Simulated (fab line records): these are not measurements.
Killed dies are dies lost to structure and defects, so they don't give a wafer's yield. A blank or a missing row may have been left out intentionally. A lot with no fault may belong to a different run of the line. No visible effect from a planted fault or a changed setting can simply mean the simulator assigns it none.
Problem report, 8D (eight disciplines) form, completed by code / flow sky130 / the parts of the form that need people (team, actions taken, sign-off) are left out

== 1. PROBLEM STATEMENT ==
Across 6 wafers from 2 lots, SPACER_CVD_00_THK at SKY_SPACER_THK_MEAS_01 averages 51.7 nm, while fault-free wafers read 43.2 nm with a standard deviation of 0.37. That puts it +23 standard deviations away from the usual mean.
The first sign was on wafer L742.1 at day 29 01:59, on film_metro-03. The record has a number at this step for 30 wafers belonging to 10 lots. The rule behind "out" and "out of limits": a value lying over 4 standard deviations away from the usual mean. The other wafers with a number count as sound.

== 2. WHAT IT IS, WHAT IT ISN'T ==
question=which readings at this step; is=SPACER_CVD_00_THK; is not=-
question=which lots; is=L742, L743; is not=L726, L727, L729, L730, L732, L734, L735, L736
question=which wafers of those lots; is=all that have a number; is not=-
question=read on which gauges; is=film_metro-03, film_metro-04; is not=film_metro-01
question=when; is=from day 29 01:59; is not=up to then (24 sound wafers)

== 3. WHAT RULES OUT EACH SUSPECT ==
Counting: any tool at a process step up to the reading is kept as a suspect provided that every lot that is out went through it and no sound lot did after the first of them.
- the gauge at SKY_SPACER_THK_MEAS_01: ruled out. The wafers that are out were read on 2 gauges (film_metro-03, film_metro-04).
- lpcvd-02 at SKY_SPACER_CVD_00 (deposits Si3N4 from DCS/NH3, target thk 43.1 nm, time 740 s): kept. Every lot that is out went through it, starting with L742 (day 29 00:47), and after that it ran no sound lot; the last sound lot it ran before then is L736 (day 26 23:05). On those wafers its own readings are out: spike_tc_bottom_C, spike_tc_centre_C, spike_tc_lower_C, spike_tc_upper_C, susceptor_temp_C.
Remaining after the count: lpcvd-02 at SKY_SPACER_CVD_00.

== 4. THE CAUSE (what the simulator had put in) ==
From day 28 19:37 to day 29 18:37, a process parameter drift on lpcvd-02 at SKY_SPACER_CVD_00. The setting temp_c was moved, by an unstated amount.
This tool alone remained once counting was done.

== 5. THE EFFECT CHAIN, in route order ==
Each row: a reading whose mean over the struck wafers that have a number lies more than 3 standard deviations from the usual. Scope: only readings with a usual standard deviation given in the record; hours: median across lots of the time from each lot's start at the first step in this table that gives one to its start at this step; sigmas: change in usual standard deviations.
hours=0; step=SKY_SPACER_CVD_00; reading=spike_tc_bottom_C; usual=788.4 C; on struck wafers=798.7; change=+10.3; sigmas=+8.6
hours=0; step=SKY_SPACER_CVD_00; reading=spike_tc_centre_C; usual=769.5 C; on struck wafers=779.8; change=+10.3; sigmas=+11
hours=0; step=SKY_SPACER_CVD_00; reading=spike_tc_lower_C; usual=770.8 C; on struck wafers=780.1; change=+9.3; sigmas=+7.8
hours=0; step=SKY_SPACER_CVD_00; reading=spike_tc_top_C; usual=783.8 C; on struck wafers=791.4; change=+7.6; sigmas=+3.8
hours=0; step=SKY_SPACER_CVD_00; reading=spike_tc_upper_C; usual=769.9 C; on struck wafers=779.8; change=+9.9; sigmas=+10
hours=0; step=SKY_SPACER_CVD_00; reading=susceptor_temp_C; usual=770.0 C; on struck wafers=779.8; change=+9.8; sigmas=+27
hours=1; step=SKY_SPACER_THK_MEAS_01; reading=SPACER_CVD_00_THK; usual=43.2 nm; on struck wafers=51.7; change=+8.5; sigmas=+23
hours=1; step=SKY_SPACER_ETCHBACK_02; reading=oes_product_au; usual=0.855 a.u.; on struck wafers=0.951; change=+0.096; sigmas=+16
Here are the process steps it includes:
- SKY_SPACER_CVD_00: deposits Si3N4 from DCS/NH3, target thk 43.1 nm, time 740 s.
- SKY_SPACER_ETCHBACK_02: etches Si3N4 in CH3F/O2, stops on SiO2, time 46.7 s, target depth 45 nm.
Later steps that measure or inspect, where all struck wafers having a row at the step show a number for every such reading and not one has moved that far: SKY_POLY_CUT_CD_MEAS_08.

== 6. HOW IT WOULD HAVE BEEN CAUGHT EARLIER ==
6 hours passed between the start of the fault at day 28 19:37 and the first reading out of limits at a measuring or inspecting step in this record, taken at day 29 01:59.
At SKY_SPACER_CVD_00, the tool's own readings (spike_tc_bottom_C, spike_tc_centre_C, spike_tc_lower_C, spike_tc_upper_C, susceptor_temp_C) were out on each struck wafer the step has a row for, so an alarm limit on them would have fired on the first such wafer.
Of the lots that are out (2), L743 began SKY_SPACER_CVD_00 on lpcvd-02 after day 29 01:59. A tool hold placed at that time would have kept it from harm.
